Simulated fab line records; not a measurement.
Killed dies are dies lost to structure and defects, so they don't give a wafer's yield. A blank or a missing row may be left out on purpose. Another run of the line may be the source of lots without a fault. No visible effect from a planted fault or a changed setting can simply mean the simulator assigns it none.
Which of the tools did it? + flow gf180mcu + 14 lots with 42 wafers sampled at 3 steps, on a route of 602 steps

## WHAT THE GAUGES READ, wafer by wafer
GF_VT_IMPLANT_OVL_MEAS_07.
| lot  | measured     | on         | VT_IMPLANT_OVL (nm) |
|------|--------------|------------|---------------------|
| L351 | day 5 13:40  | overlay-01 | 0.6 -0.4 -1.3       |
| L352 | day 5 19:55  | overlay-01 | 0.1 -1.0 -0.4       |
| L354 | day 6 09:58  | overlay-01 | 0.5 -0.2 0.8        |
| L355 | day 6 23:25  | overlay-01 | 1.1 1.1 1.7         |
| L356 | day 7 10:40  | overlay-01 | -1.9 -0.5 -0.1      |
| L357 | day 7 13:08  | overlay-02 | -0.7 -0.2 -0.6      |
| L358 | day 7 14:05  | overlay-02 | -2.7 -1.8 -0.6      |
| L362 | day 8 12:01  | overlay-01 | -1.7 -1.2 -1.0      |
| L363 | day 8 13:40  | overlay-01 | 0.7 0.2 0.3         |
| L365 | day 9 03:47  | overlay-02 | 1.3 1.7 2.4         |
| L366 | day 9 09:04  | overlay-01 | 0.0 -0.4 -2.7       |
| L372 | day 10 20:52 | overlay-02 | -0.3 -1.1 0.8       |
| L373 | day 11 04:01 | overlay-01 | 0.5 -0.8 -2.6       |
| L374 | day 11 07:49 | overlay-02 | -2.2 -0.1 -0.7      |

GF_V2_THK_MEAS_25: measures by xrf.
| lot  | measured     | on            | V2_W_THK (nm) |
|------|--------------|---------------|---------------|
| L351 | day 20 10:26 | film-metro-04 | 337 340 344   |
| L352 | day 21 07:30 | film-metro-04 | 339 343 345   |
| L354 | day 21 13:40 | film-metro-02 | 342 344 345   |
| L355 | day 22 05:38 | film-metro-01 | 332 338 332   |
| L356 | day 22 16:41 | film-metro-02 | 339 350 345   |
| L357 | day 23 04:38 | film-metro-01 | 336 336 334   |
| L358 | day 23 03:37 | film-metro-04 | 332 338 332   |
| L362 | day 24 07:44 | film-metro-04 | 336 339 336   |
| L363 | day 24 15:47 | film-metro-02 | 340 344 351   |
| L365 | day 25 09:47 | film-metro-01 | 346 336 348   |
| L366 | day 25 13:46 | film-metro-01 | 339 345 353   |
| L372 | day 27 10:39 | film-metro-02 | 341 343 333   |
| L373 | day 27 13:22 | film-metro-01 | 343 341 340   |
| L374 | day 27 17:56 | film-metro-04 | 338 344 344   |

## WHICH TOOL RAN EACH LOT (tool, then ch and the chambers of the sampled wafers, then the start)
| lot  | GF_POLY_GATE_ETCH_12               |
|------|------------------------------------|
| L351 | rie-diel-03 ch 0,2, day 9 03:38    |
| L352 | rie-diel-03 ch 1,2,3, day 9 20:20  |
| L354 | rie-diel-02 ch 0,2,3, day 10 03:01 |
| L355 | rie-diel-04 ch 1,2,3, day 10 15:49 |
| L356 | rie-diel-03 ch 0,2,3, day 11 01:17 |
| L357 | rie-diel-02 ch 1,2, day 11 08:17   |
| L358 | rie-diel-03 ch 1,2,3, day 11 08:23 |
| L362 | rie-diel-02 ch 0,1,2, day 12 11:47 |
| L363 | rie-diel-02 ch 0,2,3, day 12 16:17 |
| L365 | rie-diel-02 ch 2,3, day 13 08:29   |
| L366 | rie-diel-03 ch 0,3, day 13 15:14   |
| L372 | rie-diel-03 ch 0,1, day 15 09:53   |
| L373 | rie-diel-04 ch 1,2, day 15 15:53   |
| L374 | rie-diel-03 ch 0,2,3, day 15 20:40 |
- GF_POLY_GATE_ETCH_12: etches BARC in N2/H2.

## WHAT THE TOOLS THEMSELVES READ (means of the sampled wafers that have a number; where no wafer has one, the mark that the record gives instead)
GF_POLY_GATE_ETCH_12.
| lot  | tool        | drypump-motor-current-A (A) | oes-product-au (a.u.) | rf-fwd-power-W (W) | throttle-valve-pct (%) |
|------|-------------|-----------------------------|-----------------------|--------------------|------------------------|
| L351 | rie-diel-03 | 5.4                         | 0.735                 | 494.6              | 13.214                 |
| L352 | rie-diel-03 | 5.3                         | 0.740                 | 494.4              | 13.214                 |
| L354 | rie-diel-02 | 5.9                         | 0.737                 | 498.0              | 13.215                 |
| L355 | rie-diel-04 | 6.0                         | 0.739                 | 496.3              | 13.216                 |
| L356 | rie-diel-03 | 5.3                         | 0.733                 | 495.2              | 13.217                 |
| L357 | rie-diel-02 | 5.8                         | 0.742                 | 496.7              | 13.211                 |
| L358 | rie-diel-03 | 5.4                         | 0.738                 | 494.7              | 13.216                 |
| L362 | rie-diel-02 | 5.9                         | 0.733                 | 430.4              | 13.227                 |
| L363 | rie-diel-02 | 5.9                         | 0.736                 | 430.0              | 13.214                 |
| L365 | rie-diel-02 | 5.7                         | 0.730                 | 363.5              | 13.224                 |
| L366 | rie-diel-03 | 5.3                         | 0.736                 | 496.6              | 13.208                 |
| L372 | rie-diel-03 | 5.4                         | 0.733                 | 496.5              | 13.208                 |
| L373 | rie-diel-04 | 6.2                         | 0.737                 | 497.1              | 13.215                 |
| L374 | rie-diel-03 | 5.3                         | 0.737                 | 495.9              | 13.213                 |

## THE ANSWER, worked out from the rows above alone
Rule: what is usual is taken from the lots themselves. The widest of any qualifying gaps counts: lots, ordered by their means at a reading, are off when they make up no more than a third of the lots, leave a main group of 4 or more, and stand apart from it by 3 or more times the standard deviation of that group's means. The tables above print the reading to a certain number of digits; a main group whose means all agree to those digits is not used. Also off: a lot with no number at a reading for which 4 or more lots have one. Any other lot the step has rows for is counted as sound. First the gauges in route order, then the tools' own readings, where a lot's mean is used as printed above. At the first step where some lot is off, the reading lying furthest off is the one used; lots without a number count as furthest.
Off at GF_POLY_GATE_ETCH_12 (rf-fwd-power-W): L362, L363, L365. Mean 496.0 W and standard deviation 1.1 in the main group.
A tool fits if, at that step or a process step before it, it ran every lot that is off, and no sound lot after the first of them. One candidate fits, namely rie-diel-02 at GF_POLY_GATE_ETCH_12. A fault onset in the window from L357 (day 11 08:17, its last sound lot) to L362 (day 12 11:47, its first lot off) fits.
The tool's own readings at GF_POLY_GATE_ETCH_12 bear it out: on the lots that are off they differ by more than 5 times the standard deviation of the sound lots' means. rf-fwd-power-W reads 408.0 W there against 496.0 W on the sound lots.

## WHAT HAD BEEN PUT IN BY THE SIMULATOR
rie-diel-02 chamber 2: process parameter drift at GF_POLY_GATE_ETCH_12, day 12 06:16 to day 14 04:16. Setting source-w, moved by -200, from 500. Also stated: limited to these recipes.
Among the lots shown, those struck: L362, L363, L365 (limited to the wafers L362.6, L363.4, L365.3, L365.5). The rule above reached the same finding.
